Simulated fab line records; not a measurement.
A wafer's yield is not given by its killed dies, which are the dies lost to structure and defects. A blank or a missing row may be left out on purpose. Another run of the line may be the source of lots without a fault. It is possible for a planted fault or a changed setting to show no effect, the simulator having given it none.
Split-lot experiment	flow gf180mcu	23 wafers read across 5 lots, on a route 602 steps long

== ABOUT THE SPLIT ==
At GF_V1_SPUTTER_21 (material Ti, target thk 15 nm, time 80.02 s), the setting timeS was moved away from the recipe's 80.02 s on 11 of the 23 wafers read, by -5.8% to +12.2%. The other wafers ran this setting at the recipe's value.

Reading taken at the split's own step.

== THE READING ==
Ti_of_V1_SPUTTER_21.thkNm (the simulator's own value, which no gauge read), in nm, at GF_V1_SPUTTER_21 (material Ti, target thk 15 nm, time 80.02 s). No usual value for it is given in the file. Average 14.85 nm, standard deviation 0.16 nm, over the 12 wafers here run with the recipe.

wafer	tool, chamber at the split	timeS as run, s	against the recipe	Ti_of_V1_SPUTTER_21.thkNm, nm	against lot-mates on the recipe
L074.1	pvdSputter-02, -	88.98	+11.2%	16.69	+1.62
L074.2	pvdSputter-02, -	88.98	+11.2%	16.61	+1.54
L074.5	pvdSputter-02, -	88.98	+11.2%	16.61	+1.54
L074.4	pvdSputter-02, -	80.02	recipe	15.15	-
L074.6	pvdSputter-02, -	80.02	recipe	14.99	-
L077.1	pvdSputter-04, -	89.76	+12.2%	16.73	+1.93
L077.2	pvdSputter-04, -	80.02	recipe	14.59	-
L077.4	pvdSputter-04, -	80.02	recipe	14.93	-
L077.5	pvdSputter-04, -	80.02	recipe	14.88	-
L077.6	pvdSputter-04, -	89.76	+12.2%	16.77	+1.97
L079.1	pvdSputter-04, -	80.02	recipe	15.04	-
L079.3	pvdSputter-04, -	80.02	recipe	14.91	-
L079.6	pvdSputter-04, -	80.02	recipe	14.79	-
L078.1	pvdSputter-04, -	75.36	-5.8%	13.66	-1.16
L078.2	pvdSputter-04, -	80.02	recipe	14.85	-
L078.4	pvdSputter-04, -	80.02	recipe	14.79	-
L078.5	pvdSputter-04, -	75.36	-5.8%	13.91	-0.91
L078.6	pvdSputter-04, -	75.36	-5.8%	13.78	-1.04
L084.1	pvdSputter-02, -	80.02	recipe	14.69	-
L084.2	pvdSputter-02, -	85.78	+7.2%	16.01	+1.35
L084.3	pvdSputter-02, -	85.78	+7.2%	15.73	+1.07
L084.5	pvdSputter-02, -	85.78	+7.2%	15.93	+1.27
L084.6	pvdSputter-02, -	80.02	recipe	14.63	-

THE FIT
A straight line over all 23 wafers: Ti_of_V1_SPUTTER_21.thkNm changes by +0.161 nm for each +1% of timeS; r = +0.99; the points scatter about the line by 0.15 nm.
The same after taking each lot's own level away (the mean of its wafers on the recipe; 23 wafers): +0.157 nm for each +1%; r = +0.99; scatter 0.13 nm.
That fit puts the effect of the largest move of timeS on the reading at 1.9 nm.
The span of the lots' own levels, 14.660 to 15.070 nm, comes to 2.6 times the standard deviation stated above.
So the lot-to-lot level changes the slope little: the two slopes agree.
Check: +1.88 nm against its lot-mates is what the line predicts for one of the wafers moved furthest among these (+12.2%) when that wafer is left out of the fit. It came out at +1.93 nm against them.

== THE OTHER SPLITS THESE WAFERS WENT THROUGH ==
Before the reading, these wafers also passed through other splits. Each is held against what the fit with the lots' levels taken away leaves over:
other split on the same wafers	wafers away from the commonest value	r with Ti_of_V1_SPUTTER_21.thkNm (lot level and that fit taken away)
GF_HV_LDD_COAT_41 resistThkNm	4	+0.22
GF_NSD_IMPLANT_09 energyKev	9	-0.13
GF_PSD_DEVELOP_06 developTimeS	8	+0.18
GF_SAB_COAT_04 spinRpm	7	+0.06
GF_SAB_DEVELOP_08 devTempC	9	-0.53
GF_CONTACT_PEB_12 pebTempC	10	+0.21
GF_CONTACT_DEVELOP_13 devTempC	7	+0.14

== THE FILE'S OWN FIT ==
Ti_of_V1_SPUTTER_21.thkNm changes by +0.156 nm for each +1% of timeS, r = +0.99.
